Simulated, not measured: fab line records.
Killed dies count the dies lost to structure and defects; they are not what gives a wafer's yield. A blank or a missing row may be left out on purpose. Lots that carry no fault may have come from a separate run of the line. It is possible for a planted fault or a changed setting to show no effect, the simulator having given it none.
What tool caused it? | flow sky130 | Sampling: 10 lots, 28 wafers, 6 of 708 route steps

WHAT THE GAUGES SHOWED, per wafer
SKY_METAL4_CD_MEAS_13: target cd 300 nm.
lot  | measured     | on        | cd nm (nm)
L133 | day 41 18:19 | cd sem-01 | 300.7 299.8 300.0
L135 | day 42 09:32 | cd sem-01 | 297.0 298.7 299.1
L140 | day 43 17:31 | cd sem-01 | 298.9 300.6 298.4
L141 | day 44 12:22 | cd sem-02 | 300.3 301.5 299.9
L145 | day 45 03:17 | cd sem-01 | 298.5 298.3 298.0
L146 | day 45 12:13 | cd sem-02 | 302.1 300.7 300.2
L148 | day 45 21:06 | cd sem-01 | 299.9 302.1 301.1
L154 | day 47 06:46 | cd sem-01 | 301.0 300.7 299.6
L155 | day 47 11:08 | cd sem-01 | 298.9
L156 | day 47 15:19 | cd sem-02 | 299.0 299.7 300.7

SKY_VIA4_RS_MEAS_19: the measuring method here is four-point-probe.
lot  | measured     | on            | VIA4_W_RS (ohm/sq)
L133 | day 42 20:19 | film metro-03 | 0.2316 0.2295 0.2332
L135 | day 43 12:05 | film metro-02 | 0.2278 0.2253 0.2254
L140 | day 44 18:08 | film metro-03 | 0.2292 0.2326 0.2313
L141 | day 45 11:53 | film metro-04 | 0.2290 0.2310 0.2289
L145 | day 46 03:27 | film metro-04 | 0.2264 0.2329 0.2273
L146 | day 46 12:29 | film metro-02 | 0.2291 0.2284 0.2256
L148 | day 46 19:26 | film metro-02 | 0.2289 0.2263 0.2285
L154 | day 48 04:27 | film metro-02 | 0.2296 0.6788 0.6934 0.2298 0.6787 0.6946
L155 | day 48 09:29 | film metro-03 | 0.6634 0.6656
L156 | day 48 13:06 | film metro-03 | 0.2269 0.2309 0.2299

SKY_VIA4_THK_MEAS_20: measures by xrf.
lot  | measured     | on            | VIA4_W_THK (nm)
L133 | day 42 20:26 | film metro-03 | 497 501 492
L135 | day 43 12:10 | film metro-02 | 505 506 508
L140 | day 44 18:15 | film metro-03 | 498 492 496
L141 | day 45 12:00 | film metro-04 | 504 499 507
L145 | day 46 03:34 | film metro-04 | 505 494 505
L146 | day 46 12:36 | film metro-02 | 497 499 508
L148 | day 46 19:32 | film metro-02 | 500 504 498
L154 | day 48 10:13 | film metro-02 | 500 171 168 500 172 168
L155 | day 48 12:32 | film metro-03 | 174
L156 | day 48 13:13 | film metro-03 | 501 494 496

EACH LOT AND THE TOOL THAT RAN IT (in order: tool; ch and the chambers of the sampled wafers; start)
lot  | SKY_METAL4_DESCUM_15              | SKY_METAL4_ETCH_17                 | SKY_VIA4_CVD_18
L133 | rie metal-03 ch 0,1, day 41 18:28 | rie diel-01 ch 0,1,2, day 41 18:36 | cvd w-02 ch 0,1, day 42 20:10
L135 | rie metal-02 ch 0,1, day 42 09:38 | rie diel-01 ch 0,1, day 42 09:45   | cvd w-01 ch 0,1, day 43 11:55
L140 | rie metal-02 ch 0,1, day 43 17:40 | rie diel-04 ch 1,2,3, day 43 17:51 | cvd w-02 ch 0,1, day 44 17:59
L141 | rie metal-03 ch 0, day 44 12:31   | rie diel-01 ch 0,1,2, day 44 12:39 | cvd w-02 ch 1, day 45 11:44
L145 | rie metal-04 ch 0,1, day 45 03:25 | rie diel-01 ch 1,2,3, day 45 03:33 | cvd w-02 ch 0,1, day 46 03:17
L146 | rie metal-02 ch 0,1, day 45 12:22 | rie diel-03 ch 0,1,2, day 45 12:30 | cvd w-01 ch 0,1, day 46 12:20
L148 | rie metal-04 ch 0,1, day 45 21:14 | rie diel-01 ch 0,2, day 45 21:21   | cvd w-02 ch 0,1, day 46 19:18
L154 | rie metal-02 ch 0,1, day 47 06:55 | rie diel-01 ch 0,2,3, day 47 07:03 | cvd w-01 ch 0,1, day 48 04:17
L155 | rie metal-02 ch 1, day 47 11:16   | rie diel-01 ch 0, day 47 11:24     | cvd w-01 ch 0, day 48 09:19
L156 | rie metal-04 ch 0, day 47 15:28   | rie diel-03 ch 1,2,3, day 47 15:36 | cvd w-02 ch 0,1, day 48 12:57
- SKY_METAL4_DESCUM_15: chemistry O2, time 8 s.
- SKY_METAL4_ETCH_17: etches SiO2 in C4F8/O2/Ar, stops on TiN, time 3.9 s, target depth 15 nm.
- SKY_VIA4_CVD_18: deposits W, target thk 505 nm, time 152.14 s.

AS READ BY THE TOOLS THEMSELVES (means over the sampled wafers that have a number; for cases with no such wafer, the mark the record gives instead)
SKY_METAL4_DESCUM_15.
lot  | tool         | drypump motor current A (A) | oes product au (a.u.)
L133 | rie metal-03 | 5.7                         | 0.992
L135 | rie metal-02 | 5.2                         | 0.994
L140 | rie metal-02 | 5.2                         | 0.991
L141 | rie metal-03 | 5.8                         | 0.986
L145 | rie metal-04 | 6.0                         | 1.001
L146 | rie metal-02 | 5.2                         | 0.991
L148 | rie metal-04 | 6.0                         | 0.988
L154 | rie metal-02 | 5.2                         | 0.989
L155 | rie metal-02 | 5.5                         | 1.007
L156 | rie metal-04 | 6.0                         | 0.996

SKY_METAL4_ETCH_17.
lot  | tool        | oes product au (a.u.)
L133 | rie diel-01 | 0.750
L135 | rie diel-01 | 0.753
L140 | rie diel-04 | 0.751
L141 | rie diel-01 | 0.756
L145 | rie diel-01 | 0.747
L146 | rie diel-03 | 0.762
L148 | rie diel-01 | 0.760
L154 | rie diel-01 | 0.754
L155 | rie diel-01 | 0.742
L156 | rie diel-03 | 0.762

SKY_VIA4_CVD_18.
lot  | tool     | chamber pressure Torr (Torr) | heater power outer w (W) | heater power w (W) | susceptor temp C (C)
L133 | cvd w-02 | 40.09                        | 497                      | 797                | 399.80
L135 | cvd w-01 | 40.05                        | 466                      | 773                | 399.85
L140 | cvd w-02 | 39.98                        | 490                      | 795                | 400.04
L141 | cvd w-02 | 40.12                        | 509                      | 832                | 400.13
L145 | cvd w-02 | 40.01                        | 499                      | 811                | 400.04
L146 | cvd w-01 | 39.99                        | 497                      | 791                | 399.93
L148 | cvd w-02 | 40.04                        | 502                      | 807                | 399.68
L154 | cvd w-01 | 39.98                        | 375                      | 622                | 363.73
L155 | cvd w-01 | 40.00                        | 336                      | 561                | 345.59
L156 | cvd w-02 | 39.99                        | 493                      | 802                | 400.31

THE ANSWER, worked out from the rows above alone
Rule: the lots themselves supply what counts as usual. Put in order of their means at a reading, lots are off if they are a third of the lots or fewer, leave a main group of 4 or more, and stand apart from it by a gap of 3 or more times the standard deviation of the main group's means; of several such gaps the widest counts. If all means in a main group match to the digits the tables above print for the reading, that group is not used. Also off: a lot with no number at a reading for which 4 or more lots have one. Any other lot the step has rows for is counted as sound. First the gauges in route order, then the tools' own readings, where a lot's mean is used as printed above. The first step at which some lot is off is used, and at that step the reading that is off furthest; a lot without a number counts as furthest.
Off: at SKY_VIA4_RS_MEAS_19 (VIA4_W_RS), L154, L155. Main group: mean 0.2290 ohm/sq, sd 0.0016.
If a tool, at a process step before that reading, ran all the lots that are off and no sound lot after the first of them, it fits. The gauges at SKY_VIA4_RS_MEAS_19 aren't tried: what is off there is off at SKY_VIA4_CVD_18 too, on other tools, and a gauge's error can't cause that. Can't be told from this: 3 tools fit, rie metal-02 at SKY_METAL4_DESCUM_15, rie diel-01 at SKY_METAL4_ETCH_17, cvd w-01 at SKY_VIA4_CVD_18.

WHAT THE SIMULATOR PUT IN
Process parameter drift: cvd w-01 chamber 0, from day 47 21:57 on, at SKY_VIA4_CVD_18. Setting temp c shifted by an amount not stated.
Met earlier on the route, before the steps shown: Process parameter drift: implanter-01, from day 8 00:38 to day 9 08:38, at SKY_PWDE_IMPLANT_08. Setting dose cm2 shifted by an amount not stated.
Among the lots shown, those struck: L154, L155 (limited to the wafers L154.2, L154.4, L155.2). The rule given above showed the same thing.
